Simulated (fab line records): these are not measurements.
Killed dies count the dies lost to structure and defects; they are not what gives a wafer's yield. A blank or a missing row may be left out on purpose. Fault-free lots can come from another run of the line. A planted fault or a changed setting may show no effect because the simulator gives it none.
Which tool did it? ; flow gf180mcu ; 6 lots (18 wafers sampled), 1 step of a 602-step route

== WHAT THE GAUGES READ, wafer by wafer ==
GF_V3_THK_MEAS_03.
lot;measured;on;V3_CVD_02_THK (nm)
L437;day 22 06:28;film_metro-03;853 872 871
L441;day 24 03:17;film_metro-03;858 879 874
L444;day 25 03:23;film_metro-02;852 838 877
L446;day 26 06:32;film_metro-04;859 860 860
L451;day 27 12:07;film_metro-02;861 870 868
L454;day 28 00:59;film_metro-03;845 858 867

== TOOL THAT RAN EACH LOT (tool first, then ch and the chambers of the sampled wafers, then the start) ==
There is no process step in the record ahead of these readings.

== THE ANSWER, worked out from the rows above alone ==
Rule: the usual values come from the lots themselves. Put in order of their means at a reading, lots are off if they are a third of the lots or fewer, leave a main group of 4 or more, and stand apart from it by a gap of 3 or more times the standard deviation of the main group's means; of several such gaps the widest counts. A main group whose means are all the same, to the digits that the tables above print for the reading, isn't used. A lot without any number at a reading at which 4 lots or more have one is off too. Any other lot the step has rows for is counted as sound.
Nothing can be told from this: no lot is off at any reading shown.

== WHAT THE SIMULATOR PUT IN ==
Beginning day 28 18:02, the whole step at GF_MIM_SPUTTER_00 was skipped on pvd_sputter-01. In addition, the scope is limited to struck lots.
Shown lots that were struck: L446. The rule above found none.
